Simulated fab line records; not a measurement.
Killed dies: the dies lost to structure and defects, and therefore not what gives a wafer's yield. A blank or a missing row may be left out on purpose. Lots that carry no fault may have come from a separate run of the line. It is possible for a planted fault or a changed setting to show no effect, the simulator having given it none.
fab line records | flow sky130
record: lots: 5 | wafers: 23
route steps=708 shown METAL2@501 VIA2@509 VIA3@589 METAL4@633 VIA4@660 METAL5@671 PASSIVATION@689
start-h: the number of hours between the record's first day and the start of the first shown wafer of the lot | wait-h: hours since the lot's step before | " repeats the value in the row above | L1.1+2: a single row standing in for several wafers | - either no value or no given start | * or withheld: withheld | < > ~ a bound
route shown NAME@n: a module of which the file shows steps, and the number in the route of the first | usual: mean and standard deviation over wafers with no fault | same: alike in all rows | chamber/n: place in a boat | sites: per-site readings | _std_site: standard deviation of those values | _edge_site: mean of outer sites minus mean of inner sites | radius-mm: how far each site lies from the wafer's centre | mask NAME#n: copy n | behind: the tool/chamber that last shaped the wafer | hold: reason for holding the lot/hours on hold/outcome of the hold | device: the transistor (n, p or np) that didn't switch | end of line: the tests these same wafers got at the end of their route | a step given without rows: its recipe and nothing more | killed: dies that structure and defects cost at the first sort, which is not the same as the wafer's yield | map: the dies of a wafer, with x for killed, . for not killed, _ for no die there
set.NAME: the setting that was run; set.NAME@STEP: the one run at that earlier step | model.NAME: the simulator's own value behind a step, which no gauge read
lots run with intentionally changed settings; tables by step, rows by wafer
== steps ==
step: SKY_METAL2_ETCH_18
recipe: chemistry: N2/H2 | target: BARC | ion-energy-ev: 200 | bias-w: 100 | pressure-mtorr: 30 | n2-flow-sccm: 100 | h2-flow-sccm: 200 | icp-w: 500 | stop-on: SiO2 | time-s: 45.9 | target-depth-a: 600
lot.wafer | tool         | chamber | start-h | wait-h | set.ion-energy-ev | set.spin-rpm@METAL2_COAT_10 | model.KrF-thick_of_METAL2_COAT_10.thk-nm
L074.1    | rie-metal-03 | 0       | 807.01  | 0.1    | 200               | 3000                        | 390.6
L074.2    | "            | 0       | "       | "      | 200               | 3000                        | 391.8
L074.6    | "            | 0       | "       | "      | 200               | 3000                        | 390.4
L080.2    | rie-metal-04 | 0       | 863.35  | 0.0    | 200               | 3000                        | 393.9
L080.3    | "            | 1       | "       | "      | 190.9             | 3000                        | 395.5
L080.4    | "            | 0       | "       | "      | 200               | 3000                        | 396
L080.5    | "            | 1       | "       | "      | 200               | 3000                        | 394.7
L080.6    | "            | 0       | "       | "      | 190.9             | 3000                        | 395.7
L081.1    | rie-metal-04 | 0       | 871.41  | 0.0    | 200               | 3000                        | 393.2
L081.2    | "            | 1       | "       | "      | 216               | 3000                        | 389.9
L081.4    | "            | 0       | "       | "      | 200               | 3000                        | 391.8
L081.5    | "            | 0       | "       | "      | 216               | 3000                        | 390.9
L081.6    | "            | 1       | "       | "      | 216               | 3000                        | 390.8
L082.1    | rie-metal-04 | 0       | 879.25  | 0.0    | 200               | 3000                        | 391.4
L082.3    | "            | 0       | "       | "      | 200               | 2880                        | 400.8
L082.4    | "            | 1       | "       | "      | 200               | 2880                        | 401.5
L082.5    | "            | 1       | "       | "      | 200               | 2880                        | 401
L082.6    | "            | 0       | "       | "      | 200               | 3000                        | 391.2
L085.1    | rie-metal-01 | 1       | 904.65  | 0.0    | 200               | 2914                        | 398.6
L085.2    | "            | 0       | "       | "      | 193.7             | 2914                        | 400.4
L085.3    | "            | 0       | "       | "      | 193.7             | 2914                        | 398.7
L085.5    | "            | 0       | "       | "      | 200               | 3000                        | 394.5
L085.6    | "            | 1       | "       | "      | 200               | 3000                        | 392.3
step: SKY_METAL2_METAL_ETCH_19
recipe: target-depth-a: 3600 | stop-on: SiO2 | over-etch-frac: 0.3 | time-s: 78 | chemistry: Cl2/BCl3 | resist-sidewall-deg: 88 | pressure-mtorr: 10 | icp-w: 900 | bias-w: 48.5 | Cl2_flow_sccm: 60 | bcl3-flow-sccm: 30
lot.wafer | tool         | chamber | start-h | wait-h | set.spin-rpm@METAL2_COAT_10 | model.KrF-thick_of_METAL2_COAT_10.thk-nm
L074.1    | rie-metal-03 | 0       | 807.14  | 0.1    | 3000                        | 150.6
L074.2    | "            | 0       | "       | "      | 3000                        | 153.3
L074.6    | "            | 0       | "       | "      | 3000                        | 153.9
L080.2    | rie-metal-04 | 0       | 863.42  | 0.0    | 3000                        | 164.6
L080.3    | "            | 1       | "       | "      | 3000                        | 166.4
L080.4    | "            | 0       | "       | "      | 3000                        | 166.7
L080.5+6  | "            | 1,0     | "       | "      | 3000                        | 165.9
L081.1    | rie-metal-04 | 0       | 871.47  | 0.0    | 3000                        | 164.8
L081.2    | "            | 1       | "       | "      | 3000                        | 161.7
L081.4    | "            | 0       | "       | "      | 3000                        | 163
L081.5    | "            | 0       | "       | "      | 3000                        | 162.4
L081.6    | "            | 1       | "       | "      | 3000                        | 163.5
L082.1    | rie-metal-04 | 0       | 879.32  | 0.0    | 3000                        | 160.6
L082.3    | "            | 0       | "       | "      | 2880                        | 171
L082.4    | "            | 1       | "       | "      | 2880                        | 173.2
L082.5    | "            | 1       | "       | "      | 2880                        | 172.5
L082.6    | "            | 0       | "       | "      | 3000                        | 162.7
L085.1    | rie-metal-01 | 1       | 904.72  | 0.0    | 2914                        | 160.3
L085.2    | "            | 0       | "       | "      | 2914                        | 166.3
L085.3    | "            | 0       | "       | "      | 2914                        | 166.5
L085.5    | "            | 0       | "       | "      | 3000                        | 159.6
L085.6    | "            | 1       | "       | "      | 3000                        | 155.4
step: SKY_VIA2_CMP_02
recipe: material: SiO2 | down-force-psi: 4 | platen-rpm: 60 | pad-velocity-m-s: 0.94248
lot.wafer | tool   | chamber | start-h | wait-h | set.leave-above-ref-nm | model.SiO2_of_VIA2_HDPCVD_00.thk-nm
L074.2    | cmp-02 | 3       | 808.26  | 0.0    | 495                    | 494.7
L074.1    | "      | 0       | "       | "      | 495                    | 493.4
L074.6    | "      | 0       | "       | "      | 495                    | 494.1
L080.3    | cmp-02 | 0       | 864.40  | 0.1    | 495                    | 493.4
L080.2    | "      | 1       | "       | "      | 515.2                  | 512.9
L080.4    | "      | 2       | "       | "      | 515.2                  | 515.2
L080.5    | "      | 3       | "       | "      | 495                    | 494.3
L080.6    | "      | 0       | "       | "      | 495                    | 491.7
L081.1    | cmp-02 | 0       | 872.34  | 0.1    | 495                    | 492.8
L081.4    | "      | 1       | "       | "      | 495                    | 492.4
L081.2    | "      | 3       | "       | "      | 471.1                  | 468.8
L081.6    | "      | 0       | "       | "      | 471.1                  | 468.9
L081.5    | "      | 1       | "       | "      | 495                    | 492.9
L082.3    | cmp-02 | 1       | 880.24  | 0.1    | 513.8                  | 513.6
L082.4    | "      | 2       | "       | "      | 495                    | 495.7
L082.1    | "      | 3       | "       | "      | 513.8                  | 514.2
L082.5    | "      | 0       | "       | "      | 495                    | 495.8
L082.6    | "      | 1       | "       | "      | 495                    | 493.8
L085.1    | cmp-01 | 2       | 905.93  | 0.1    | 495                    | 494.9
L085.2+5  | "      | 3       | "       | "      | 474.3                  | 474.5
L085.3    | "      | 1       | "       | "      | 495                    | 495.5
L085.6    | "      | 2       | "       | "      | 495                    | 495.8
step: SKY_VIA2_ETCH_14
recipe: chemistry: N2/H2 | target: BARC | ion-energy-ev: 200 | source-w: 500 | bias-w: 100 | pressure-mtorr: 30 | n2-flow-sccm: 100 | h2-flow-sccm: 200 | stop-on: SiO2 | time-s: 45.9 | target-depth-a: 600
lot.wafer      | tool        | chamber   | start-h | wait-h | set.ion-energy-ev
L074.1+2+6     | rie-diel-02 | 1,2,1     | 835.30  | 0.0    | 200
L080.2+5+6     | rie-diel-03 | 3,0,1     | 890.42  | 0.0    | 213.1
L080.3+4       | "           | 2,1       | "       | "      | 200
L081.1+2       | rie-diel-03 | 1,3       | 898.60  | 0.0    | 193.1
L081.4+5+6     | "           | 0,1,0     | "       | "      | 200
L082.1+5+6     | rie-diel-03 | 2,3,0     | 906.17  | 0.0    | 200
L082.3+4       | "           | 3,1       | "       | "      | 218.3
L085.1+2+3+5+6 | rie-diel-02 | 3,0,1,1,0 | 931.02  | 0.0    | 200
step: SKY_VIA2_ETCH_15
recipe: target: SiO2 | chemistry: C4F8/O2/Ar | target-depth-nm: 546 | stop-on: TiN | mask-material: KrF-thick | source-w: 1500 | bias-w: 1200 | pressure-mtorr: 40 | c4f8-flow-sccm: withheld | O2_flow_sccm: 6 | Ar_flow_sccm: 300 | time-s: 84
usual: oes-product-au: 0.939/0.0047
lot.wafer | tool        | chamber | start-h | wait-h | set.leave-above-ref-nm@VIA2_CMP_02 | oes-product-au | model.etch.depth-nm | model.VIA2.feature-depth-nm
L074.1    | rie-diel-02 | 1       | 835.34  | 0.0    | 495                                | 0.935          | 493.4               | 493.4
L074.2    | "           | 2       | "       | "      | 495                                | 0.936          | 494.7               | 494.7
L074.6    | "           | 1       | "       | "      | 495                                | 0.934          | 494.1               | 494.1
L080.2    | rie-diel-03 | 3       | 890.47  | 0.0    | 515.2                              | 0.959          | 512.9               | 512.9
L080.3    | "           | 2       | "       | "      | 495                                | 0.937          | 493.4               | 493.4
L080.4    | "           | 1       | "       | "      | 515.2                              | 0.958          | 515.2               | 515.2
L080.5    | "           | 0       | "       | "      | 495                                | 0.947          | 494.2               | 494.2
L080.6    | "           | 1       | "       | "      | 495                                | 0.940          | 491.6               | 491.6
L081.1    | rie-diel-03 | 1       | 898.64  | 0.0    | 495                                | 0.939          | 492.8               | 492.8
L081.2    | "           | 3       | "       | "      | 471.1                              | 0.915          | 468.8               | 468.8
L081.4    | "           | 0       | "       | "      | 495                                | 0.937          | 492.4               | 492.4
L081.5    | "           | 1       | "       | "      | 495                                | 0.934          | 492.9               | 492.9
L081.6    | "           | 0       | "       | "      | 471.1                              | 0.910          | 468.9               | 468.9
L082.1    | rie-diel-03 | 2       | 906.22  | 0.0    | 513.8                              | 0.962          | 514.2               | 514.2
L082.3    | "           | 3       | "       | "      | 513.8                              | 0.965          | 513.5               | 513.5
L082.4    | "           | 1       | "       | "      | 495                                | 0.938          | 495.6               | 495.6
L082.5    | "           | 3       | "       | "      | 495                                | 0.932          | 495.8               | 495.8
L082.6    | "           | 0       | "       | "      | 495                                | 0.943          | 493.8               | 493.8
L085.1    | rie-diel-02 | 3       | 931.07  | 0.0    | 495                                | 0.938          | 494.9               | 494.9
L085.2    | "           | 0       | "       | "      | 474.3                              | 0.906          | 474.5               | 474.5
L085.3    | "           | 1       | "       | "      | 495                                | 0.942          | 495.5               | 495.5
L085.5    | "           | 1       | "       | "      | 474.3                              | 0.915          | 474.5               | 474.5
L085.6    | "           | 0       | "       | "      | 495                                | 0.942          | 495.8               | 495.8
step: SKY_VIA2_CVD_21
recipe: material: W | target-thk-nm: 420 | time-s: 126.4 | temp-c: 400 | pressure-torr: 40
lot.wafer | tool     | chamber | start-h | wait-h | set.temp-c | model.W_of_VIA2_CVD_21.thk-nm
L074.1    | cvd-w-02 | 0       | 836.06  | 0.0    | 400        | 417.9
L074.2    | "        | 1       | "       | "      | 400        | 416.8
L074.6    | "        | 1       | "       | "      | 400        | 420.3
L080.2    | cvd-w-02 | 1       | 891.23  | 0.0    | 400        | 418.5
L080.3    | "        | 1       | "       | "      | 400        | 416.5
L080.4    | "        | 0       | "       | "      | 391.5      | 359
L080.5    | "        | 1       | "       | "      | 391.5      | 353.4
L080.6    | "        | 0       | "       | "      | 391.5      | 353.5
L081.1    | cvd-w-01 | 1       | 899.36  | 0.0    | 410.2      | 507.5
L081.2    | "        | 0       | "       | "      | 400        | 427.1
L081.4    | "        | 1       | "       | "      | 400        | 427.9
L081.5    | "        | 0       | "       | "      | 410.2      | 512.2
L081.6    | "        | 1       | "       | "      | 410.2      | 512.5
L082.1    | cvd-w-02 | 1       | 906.93  | 0.0    | 405.1      | 459.1
L082.3    | "        | 1       | "       | "      | 405.1      | 457.1
L082.4    | "        | 0       | "       | "      | 405.1      | 449.8
L082.5    | "        | 1       | "       | "      | 400        | 423.4
L082.6    | "        | 0       | "       | "      | 400        | 419
L085.1    | cvd-w-01 | 0       | 931.78  | 0.0    | 400        | 426.6
L085.2    | "        | 1       | "       | "      | 400        | 421.3
L085.3    | "        | 0       | "       | "      | 400        | 424.6
L085.5    | "        | 0       | "       | "      | 400        | 425.4
L085.6    | "        | 1       | "       | "      | 400        | 422.1
step: SKY_VIA2_RS_MEAS_22
recipe: thk-meas-gauge: four-point-probe | reads: W_of_VIA2_CVD_21+TiN_of_VIA2_SPUTTER_20
usual: VIA2_W_RS: 0.272/0.0037
lot.wafer | tool          | chamber | start-h | wait-h | set.temp-c@VIA2_CVD_21 | VIA2_W_RS[ohm/sq]
L074.1    | film-metro-01 | -       | 836.19  | 0.1    | 400                    | 0.274
L074.2    | "             | -       | "       | "      | 400                    | 0.275
L074.6    | "             | -       | "       | "      | 400                    | 0.273
L080.2    | film-metro-01 | -       | 891.38  | 0.1    | 400                    | 0.274
L080.3    | "             | -       | "       | "      | 400                    | 0.275
L080.4    | "             | -       | "       | "      | 391.5                  | 0.320
L080.5    | "             | -       | "       | "      | 391.5                  | 0.325
L080.6    | "             | -       | "       | "      | 391.5                  | 0.325
L081.1    | film-metro-01 | -       | 899.49  | 0.1    | 410.2                  | 0.225
L081.2    | "             | -       | "       | "      | 400                    | 0.268
L081.4    | "             | -       | "       | "      | 400                    | 0.268
L081.5    | "             | -       | "       | "      | 410.2                  | 0.223
L081.6    | "             | -       | "       | "      | 410.2                  | 0.223
L082.1    | film-metro-02 | -       | 907.06  | 0.1    | 405.1                  | 0.250
L082.3    | "             | -       | "       | "      | 405.1                  | 0.251
L082.4    | "             | -       | "       | "      | 405.1                  | 0.255
L082.5    | "             | -       | "       | "      | 400                    | 0.271
L082.6    | "             | -       | "       | "      | 400                    | 0.273
L085.1    | film-metro-02 | -       | 931.91  | 0.1    | 400                    | 0.269
L085.2    | "             | -       | "       | "      | 400                    | 0.272
L085.3    | "             | -       | "       | "      | 400                    | 0.271
L085.5    | "             | -       | "       | "      | 400                    | 0.270
L085.6    | "             | -       | "       | "      | 400                    | 0.272
step: SKY_VIA2_THK_MEAS_23
recipe: thk-meas-gauge: xrf | reads: W_of_VIA2_CVD_21
usual: VIA2_W_THK: 418/10
lot.wafer | tool          | chamber | start-h | wait-h | set.temp-c@VIA2_CVD_21 | VIA2_W_THK[nm]
L074.1    | film-metro-01 | -       | 836.31  | 0.1    | 400                    | 415
L074.2    | "             | -       | "       | "      | 400                    | 412
L074.6    | "             | -       | "       | "      | 400                    | 414
L080.2    | film-metro-01 | -       | 891.49  | 0.1    | 400                    | 412
L080.3    | "             | -       | "       | "      | 400                    | 412
L080.4    | "             | -       | "       | "      | 391.5                  | 355
L080.5    | "             | -       | "       | "      | 391.5                  | 348
L080.6    | "             | -       | "       | "      | 391.5                  | 350
L081.1    | film-metro-01 | -       | 899.61  | 0.1    | 410.2                  | 497
L081.2    | "             | -       | "       | "      | 400                    | 419
L081.4    | "             | -       | "       | "      | 400                    | 424
L081.5    | "             | -       | "       | "      | 410.2                  | 504
L081.6    | "             | -       | "       | "      | 410.2                  | 503
L082.1    | film-metro-02 | -       | 907.18  | 0.1    | 405.1                  | 445
L082.3    | "             | -       | "       | "      | 405.1                  | 442
L082.4    | "             | -       | "       | "      | 405.1                  | 435
L082.5    | "             | -       | "       | "      | 400                    | 408
L082.6    | "             | -       | "       | "      | 400                    | 408
L085.1    | film-metro-02 | -       | 932.03  | 0.1    | 400                    | 418
L085.2    | "             | -       | "       | "      | 400                    | 409
L085.3    | "             | -       | "       | "      | 400                    | 414
L085.5    | "             | -       | "       | "      | 400                    | 418
L085.6    | "             | -       | "       | "      | 400                    | 411
step: SKY_VIA2_CMP_24
recipe: stop-on: SiO2 | t-overpolish-s: 20 | down-force-psi: 3.5 | platen-rpm: 60 | target-thk-nm: 0 | pad-velocity-m-s: 0.94248
usual: time-to-endpoint-s: 99/4.3
lot.wafer | tool   | chamber | start-h | wait-h | set.temp-c@VIA2_CVD_21 | time-to-endpoint-s
L074.1    | cmp-02 | 3       | 836.42  | 0.1    | 400                    | 97
L074.2    | "      | 0       | "       | "      | 400                    | 92
L074.6    | "      | 2       | "       | "      | 400                    | 102
L080.3    | cmp-02 | 3       | 891.54  | 0.0    | 400                    | 99
L080.2    | "      | 0       | "       | "      | 400                    | 96
L080.4    | "      | 1       | "       | "      | 391.5                  | 79
L080.6    | "      | 3       | "       | "      | 391.5                  | 81
L080.5    | "      | 0       | "       | "      | 391.5                  | 80
L081.2    | cmp-01 | 0       | 899.67  | 0.0    | 400                    | 105
L081.4    | "      | 2       | "       | "      | 400                    | 104
L081.1    | "      | 3       | "       | "      | 410.2                  | 121
L081.6    | "      | 0       | "       | "      | 410.2                  | 126
L081.5    | "      | 1       | "       | "      | 410.2                  | 126
L082.3    | cmp-01 | 3       | 907.24  | 0.0    | 405.1                  | 110
L082.1    | "      | 0       | "       | "      | 405.1                  | 113
L082.4    | "      | 1       | "       | "      | 405.1                  | 110
L082.5    | "      | 3       | "       | "      | 400                    | 101
L082.6    | "      | 0       | "       | "      | 400                    | 103
L085.2    | cmp-02 | 2       | 932.09  | 0.0    | 400                    | 101
L085.3    | "      | 0       | "       | "      | 400                    | 95
L085.1    | "      | 1       | "       | "      | 400                    | 93
L085.5    | "      | 2       | "       | "      | 400                    | 103
L085.6    | "      | 3       | "       | "      | 400                    | 99
step: SKY_VIA3_STRIP_16
recipe: chemistry: O2/N2 | power-w: 1400 | pressure-mtorr: 1500 | platen-temp-c: withheld | o2-flow-sccm: 3000 | n2-flow-sccm: 300 | overash-fraction: 0.5
usual: strip-time-to-endpoint-s: 4.071/0.023
lot.wafer | tool            | chamber | start-h | wait-h | set.pressure-mtorr | strip-time-to-endpoint-s
L074.1    | plasma-asher-04 | 1       | 917.82  | 0.0    | 1500               | 4.079
L074.2    | "               | 0       | "       | "      | 1500               | 4.068
L074.6    | "               | 1       | "       | "      | 1500               | 4.067
L080.2    | plasma-asher-02 | 0       | 968.48  | 0.0    | 1592               | 4.019
L080.3    | "               | 0       | "       | "      | 1592               | 4.020
L080.4    | "               | 1       | "       | "      | 1592               | 4.041
L080.5    | "               | 0       | "       | "      | 1592               | 4.018
L080.6    | "               | 1       | "       | "      | 1592               | 4.049
L081.1    | plasma-asher-03 | 1       | 977.02  | 0.0    | 1315               | 4.230
L081.2    | "               | 0       | "       | "      | 1315               | 4.228
L081.4    | "               | 0       | "       | "      | 1315               | 4.202
L081.5    | "               | 0       | "       | "      | 1315               | 4.251
L081.6    | "               | 1       | "       | "      | 1315               | 4.247
L082.1    | plasma-asher-03 | 1       | 985.03  | 0.0    | 1643               | 4.015
L082.3    | "               | 1       | "       | "      | 1643               | 4.013
L082.4    | "               | 0       | "       | "      | 1643               | 4.003
L082.5    | "               | 0       | "       | "      | 1643               | 3.969
L082.6    | "               | 1       | "       | "      | 1643               | 4.039
L085.1    | plasma-asher-03 | 1       | 1006.68 | 0.0    | 1410               | 4.150
L085.2    | "               | 0       | "       | "      | 1410               | 4.137
L085.3    | "               | 1       | "       | "      | 1410               | 4.098
L085.5    | "               | 1       | "       | "      | 1410               | 4.184
L085.6    | "               | 0       | "       | "      | 1410               | 4.124
step: SKY_METAL4_ETCH_17
recipe: target: SiO2 | stop-on: TiN | chemistry: C4F8/O2/Ar | source-w: 1500 | bias-w: 1200 | pressure-mtorr: 40 | c4f8-flow-sccm: withheld | O2_flow_sccm: 6 | Ar_flow_sccm: 300 | time-s: 3.9 | target-depth-a: 150
usual: oes-product-au: 0.753/0.0076
lot.wafer | tool        | chamber | start-h | wait-h | set.time-s | oes-product-au
L074.1    | rie-diel-01 | 0       | 970.00  | 0.1    | 3.9        | 0.747
L074.2    | "           | 2       | "       | "      | 3.9        | 0.749
L074.6    | "           | 0       | "       | "      | 3.9        | 0.750
L080.2    | rie-diel-03 | 3       | 1017.35 | 0.1    | 3.486      | 0.787
L080.3    | "           | 0       | "       | "      | 3.9        | 0.746
L080.4    | "           | 2       | "       | "      | 3.9        | 0.754
L080.5    | "           | 2       | "       | "      | 3.486      | 0.808
L080.6    | "           | 3       | "       | "      | 3.9        | 0.762
L081.1    | rie-diel-04 | 1       | 1026.27 | 0.1    | 3.547      | 0.786
L081.2    | "           | 0       | "       | "      | 3.9        | 0.744
L081.4    | "           | 3       | "       | "      | 3.9        | 0.762
L081.5    | "           | 2       | "       | "      | 3.547      | 0.798
L081.6    | "           | 3       | "       | "      | 3.547      | 0.802
L082.1    | rie-diel-03 | 1       | 1033.25 | 0.1    | 3.9        | 0.752
L082.3    | "           | 2       | "       | "      | 3.9        | 0.746
L082.4    | "           | 0       | "       | "      | 4.48       | 0.718
L082.5    | "           | 1       | "       | "      | 4.48       | 0.715
L082.6    | "           | 2       | "       | "      | 4.48       | 0.720
L085.1    | rie-diel-04 | 1       | 1053.80 | 0.1    | 4.118      | 0.723
L085.2    | "           | 0       | "       | "      | 3.9        | 0.753
L085.3    | "           | 2       | "       | "      | 3.9        | 0.745
L085.5    | "           | 1       | "       | "      | 4.118      | 0.742
L085.6    | "           | 2       | "       | "      | 4.118      | 0.735
step: SKY_VIA4_CMP_21
recipe: stop-on: SiO2 | t-overpolish-s: 25 | down-force-psi: 3.5 | platen-rpm: 60 | target-thk-nm: 0 | pad-velocity-m-s: 0.94248
usual: overpolish-run-s: 25.000/0.0094
lot.wafer | tool   | chamber | start-h | wait-h | set.t-overpolish-s | overpolish-run-s
L074.1    | cmp-01 | 0       | 995.89  | 0.1    | 25                 | 25.002
L074.2    | "      | 1       | "       | "      | 25                 | 25.008
L074.6    | "      | 1       | "       | "      | 25                 | 24.998
L080.3    | cmp-01 | 1       | 1041.59 | 0.1    | 22.93              | 22.931
L080.2    | "      | 2       | "       | "      | 25                 | 24.993
L080.4    | "      | 3       | "       | "      | 25                 | 25.009
L080.5    | "      | 0       | "       | "      | 22.93              | 22.905
L080.6    | "      | 1       | "       | "      | 25                 | 25.007
L081.1    | cmp-02 | 1       | 1051.28 | 0.1    | 28.57              | 28.571
L081.4    | "      | 2       | "       | "      | 25                 | 24.988
L081.2    | "      | 3       | "       | "      | 28.57              | 28.576
L081.5    | "      | 0       | "       | "      | 25                 | 24.999
L081.6    | "      | 1       | "       | "      | 25                 | 24.998
L082.3    | cmp-02 | 1       | 1057.10 | 0.0    | 27.8               | 27.804
L082.1    | "      | 3       | "       | "      | 25                 | 25.010
L082.4    | "      | 0       | "       | "      | 27.8               | 27.795
L082.6    | "      | 1       | "       | "      | 27.8               | 27.799
L082.5    | "      | 2       | "       | "      | 25                 | 24.989
L085.3    | cmp-01 | 3       | 1077.53 | 0.0    | 25                 | 25.019
L085.2    | "      | 0       | "       | "      | 25                 | 25.016
L085.1    | "      | 1       | "       | "      | 25                 | 25.002
L085.6    | "      | 3       | "       | "      | 25                 | 24.984
L085.5    | "      | 0       | "       | "      | 25                 | 24.987
step: SKY_METAL5_SOFTBAKE_10
recipe: temp-c: 90 | time-s: 60 | resist: NOVOLAK
lot.wafer | tool           | chamber | start-h | wait-h | set.temp-c | model.NOVOLAK_of_METAL5_COAT_09.thk-nm
L074.1    | litho-track-03 | 0       | 1008.25 | 0.1    | 90         | 1811
L074.2    | "              | 0       | "       | "      | 90         | 1806
L074.6    | "              | 0       | "       | "      | 90         | 1809
L080.2    | litho-track-02 | 0       | 1052.69 | 0.1    | 90         | 1795
L080.3    | "              | 0       | "       | "      | 90         | 1797
L080.4    | "              | 0       | "       | "      | 93.6       | 1780
L080.5    | "              | 0       | "       | "      | 93.6       | 1781
L080.6    | "              | 0       | "       | "      | 93.6       | 1782
L081.1    | litho-track-01 | 0       | 1062.52 | 0.1    | 90         | 1806
L081.2    | "              | 0       | "       | "      | 91.91      | 1789
L081.4+6  | "              | 0       | "       | "      | 90         | 1800
L081.5    | "              | 0       | "       | "      | 91.91      | 1791
L082.1    | litho-track-01 | 0       | 1068.22 | 0.1    | 91.45      | 1799
L082.3    | "              | 0       | "       | "      | 90         | 1807
L082.4+5  | "              | 0       | "       | "      | 91.45      | 1797
L082.6    | "              | 0       | "       | "      | 90         | 1811
L085.1    | litho-track-03 | 0       | 1088.20 | 0.1    | 92.79      | 1791
L085.2    | "              | 0       | "       | "      | 90         | 1798
L085.3    | "              | 0       | "       | "      | 92.79      | 1782
L085.5    | "              | 0       | "       | "      | 92.79      | 1787
L085.6    | "              | 0       | "       | "      | 90         | 1794
step: SKY_PASSIVATION_EXPOSE_08
recipe: mask-id: NSM | target-cd-nm: 3000 | na: 0.57 | dose-mj: 260
lot.wafer      | tool             | chamber | start-h | wait-h | mask  | set.dose-mj
L074.1+2+6     | iline-stepper-02 | 0       | -       | -      | NSM#0 | 260
L080.2+6       | iline-stepper-01 | 0       | -       | -      | NSM#0 | 260
L080.3+4+5     | "                | 0       | "       | "      | NSM#0 | 272
L081.1+6       | iline-stepper-01 | 0       | -       | -      | NSM#0 | 271.7
L081.2+4+5     | "                | 0       | "       | "      | NSM#0 | 260
L082.1+4+6     | iline-stepper-02 | 0       | -       | -      | NSM#0 | 274
L082.3+5       | "                | 0       | "       | "      | NSM#0 | 260
L085.1+2+3+5+6 | iline-stepper-01 | 0       | -       | -      | NSM#0 | 260
step: SKY_PASSIVATION_PEB_09
recipe: temp-c: 115 | time-s: withheld
step: SKY_PASSIVATION_DEVELOP_10
recipe: develop-time-s: 60 | dev-temp-c: 23
step: SKY_PASSIVATION_ETCH_11
recipe: chemistry: CF4/O2 | target-depth-nm: 725 | stop-on: AlCu | source-w: 800 | bias-w: 146.6 | pressure-mtorr: 150 | cf4-flow-sccm: 80 | O2_flow_sccm: 10 | time-s: 161.1
lot.wafer | tool        | chamber | start-h | wait-h | set.dose-mj@PASSIVATION_EXPOSE_08 | model.PASSIVATION.cd-nm
L074.1    | rie-diel-01 | 1       | 1043.25 | -      | 260                               | 2994
L074.2    | "           | 3       | "       | "      | 260                               | 2995
L074.6    | "           | 1       | "       | "      | 260                               | 2987
L080.2    | rie-diel-02 | 3       | 1085.73 | -      | 260                               | 2988
L080.3    | "           | 1       | "       | "      | 272                               | 3003
L080.4    | "           | 2       | "       | "      | 272                               | 3004
L080.5    | "           | 2       | "       | "      | 272                               | 3001
L080.6    | "           | 1       | "       | "      | 260                               | 2992
L081.1    | rie-diel-01 | 2       | 1095.17 | -      | 271.7                             | 3022
L081.2    | "           | 1       | "       | "      | 260                               | 2998
L081.4+5  | "           | 3       | "       | "      | 260                               | 3000
L081.6    | "           | 0       | "       | "      | 271.7                             | 3017
L082.1    | rie-diel-03 | 3       | 1100.02 | -      | 274                               | 3018
L082.3    | "           | 0       | "       | "      | 260                               | 2999
L082.4+6  | "           | 1,3     | "       | "      | 274                               | 3020
L082.5    | "           | 2       | "       | "      | 260                               | 2996
L085.1    | rie-diel-03 | 1       | 1118.12 | -      | 260                               | 2992
L085.2    | "           | 2       | "       | "      | 260                               | 2982
L085.3+6  | "           | 0       | "       | "      | 260                               | 2985
L085.5    | "           | 1       | "       | "      | 260                               | 2993
== key ==
split: step: SKY_METAL2_ETCH_18 | setting: ion-energy-ev | stated: 200 | by: wafer
response none clear
split: step: SKY_VIA2_CMP_02 | setting: leave-above-ref-nm | stated: 495 | by: wafer
response: step: SKY_VIA2_CMP_02 | reading: model.SiO2_of_VIA2_HDPCVD_00.thk-nm | change: +5 | per: 1% | r: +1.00
response: step: SKY_VIA2_ETCH_15 | reading: oes-product-au | change: +0.00571 | per: 1% | r: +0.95
response: step: SKY_VIA2_ETCH_15 | reading: model.etch.depth-nm | change: +5 | per: 1% | r: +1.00
response: step: SKY_VIA2_ETCH_15 | reading: model.VIA2.feature-depth-nm | change: +5 | per: 1% | r: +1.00
split: step: SKY_VIA2_ETCH_14 | setting: ion-energy-ev | stated: 200 | by: wafer
response none clear
split: step: SKY_VIA2_CVD_21 | setting: temp-c | stated: 400 | by: wafer
response: step: SKY_VIA2_CVD_21 | reading: model.W_of_VIA2_CVD_21.thk-nm | change: +30.7 | per: 1% | r: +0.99
response: step: SKY_VIA2_RS_MEAS_22 | reading: VIA2_W_RS | change: -0.0192 | per: 1% | r: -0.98
response: step: SKY_VIA2_THK_MEAS_23 | reading: VIA2_W_THK | change: +29.7 | per: 1% | r: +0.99
response: step: SKY_VIA2_CMP_24 | reading: time-to-endpoint-s | change: * | per: 1% | r: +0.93
split: step: SKY_VIA3_STRIP_16 | setting: pressure-mtorr | stated: 1500 | by: lot
response: step: SKY_VIA3_STRIP_16 | reading: strip-time-to-endpoint-s | change: * | per: 1% | r: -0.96
split: step: SKY_METAL4_ETCH_17 | setting: time-s | stated: 3.9 | by: wafer
response: step: SKY_METAL4_ETCH_17 | reading: oes-product-au | change: -0.00314 | per: 1% | r: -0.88
split: step: SKY_VIA4_CMP_21 | setting: t-overpolish-s | stated: 25 | by: wafer
response: step: SKY_VIA4_CMP_21 | reading: overpolish-run-s | change: +0.251 | per: 1% | r: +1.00
split: step: SKY_METAL5_SOFTBAKE_10 | setting: temp-c | stated: 90 | by: wafer
response: step: SKY_METAL5_SOFTBAKE_10 | reading: model.NOVOLAK_of_METAL5_COAT_09.thk-nm | change: -4.1 | per: 1% | r: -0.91
split: step: SKY_PASSIVATION_EXPOSE_08 | setting: dose-mj | stated: 260 | by: wafer
response: step: SKY_PASSIVATION_ETCH_11 | reading: model.PASSIVATION.cd-nm | change: +3.83 | per: 1% | r: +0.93
split outside-this-file step=SKY_METAL2_COAT_10 setting=spin-rpm
split outside-this-file: this setting was split too, and the file shows its column; the key of that split is in another file
